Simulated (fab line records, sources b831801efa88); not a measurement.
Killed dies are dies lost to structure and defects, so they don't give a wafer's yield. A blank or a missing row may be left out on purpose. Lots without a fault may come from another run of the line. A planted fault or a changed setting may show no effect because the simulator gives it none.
One fault seen from 2 desks | flow gf180mcu | each desk has only its own numbers; what lay behind them comes last

THE METROLOGY DESK
What the gauges read, lot by lot, whatever tool the lot ran on: means of the sampled wafers that have a number. A lot is out of limits, marked OUT, if its mean lies more than 4 standard deviations from the usual mean; the brackets give that distance.
Columns: A = STI_OXIDATION_02_THK at GF_STI_THK_MEAS_30, usual 10.08 nm
lot  | first seen here | A
L777 | day 2 16:37     | 10.26
L778 | day 2 21:36     | 10.03
L779 | day 3 04:30     | 9.99
L780 | day 3 07:59     | 9.93
L781 | day 3 13:50     | 10.13
L783 | day 4 03:25     | 9.88
L784 | day 4 06:52     | 9.90
L785 | day 4 12:28     | 10.04
L792 | day 5 21:48     | 10.26
L793 | day 6 02:23     | 9.84
L794 | day 6 08:39     | 10.19
L795 | day 6 15:08     | 10.41
L796 | day 6 19:05     | 10.16
This desk's finding: nothing out of limits on any of the 13 lots.

THE TOOL OWNER'S DESK: plasma_asher-02
The tool's own readings at GF_MVSD_STRIP_10 (strips in O2/N2): means of the sampled wafers that have a number, for each lot that ran on this tool. A lot is out of limits, marked OUT, if its mean lies more than 4 standard deviations from the usual mean; the brackets give that distance.
Columns: A = drypump_motor_current_A at GF_MVSD_STRIP_10, usual 5.7 A; B = heater_power_w at GF_MVSD_STRIP_10, usual 363 W; C = oes_product_au at GF_MVSD_STRIP_10, usual 0.723 a.u.; D = strip_time_to_endpoint_s at GF_MVSD_STRIP_10, usual 36.93 s
lot  | first seen here | A   | B   | C                | D
L777 | day 4 20:14     | 5.8 | 365 | 0.726            | 37.05
L778 | day 5 01:40     | 5.8 | 368 | 0.724            | 36.89
L780 | day 5 14:34     | 5.8 | 370 | 0.724            | 36.87
L781 | day 5 20:55     | 5.8 | 372 | 0.724            | 36.95
L783 | day 6 12:09     | 5.8 | 367 | 0.723            | 36.90
L792 | day 8 13:41     | 5.8 | 370 | 0.679 (-10) OUT  | 36.88
L793 | day 8 17:54     | 6.0 | 359 | 0.701 (-5.1) OUT | 36.96
L794 | day 9 01:37     | 5.8 | 363 | 0.684 (-8.8) OUT | 36.87
This desk's finding: out of limits on L792, L793, L794; first on L792, day 8 13:41 (oes_product_au at GF_MVSD_STRIP_10). In limits: L777, L778, L780, L781, L783.

PUT TOGETHER
The tool owner's desk could have raised an alarm at day 8 13:41, on L792, L793, L794.
The metrology desk saw nothing out of limits.
The metrology desk has L792, L793, L794 on record, within its limits.
Of the lots named, all ran GF_MVSD_STRIP_10 on plasma_asher-02.

WHAT THE SIMULATOR HAD PUT IN
Process parameter drift: plasma_asher-02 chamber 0, from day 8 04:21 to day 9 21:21, at GF_MVSD_STRIP_10. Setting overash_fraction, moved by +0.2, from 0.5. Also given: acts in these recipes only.
Lots struck among those shown: L792, L793, L794.
Hours from the fault's start to each desk's first reading out of limits: the tool owner's desk, 9.
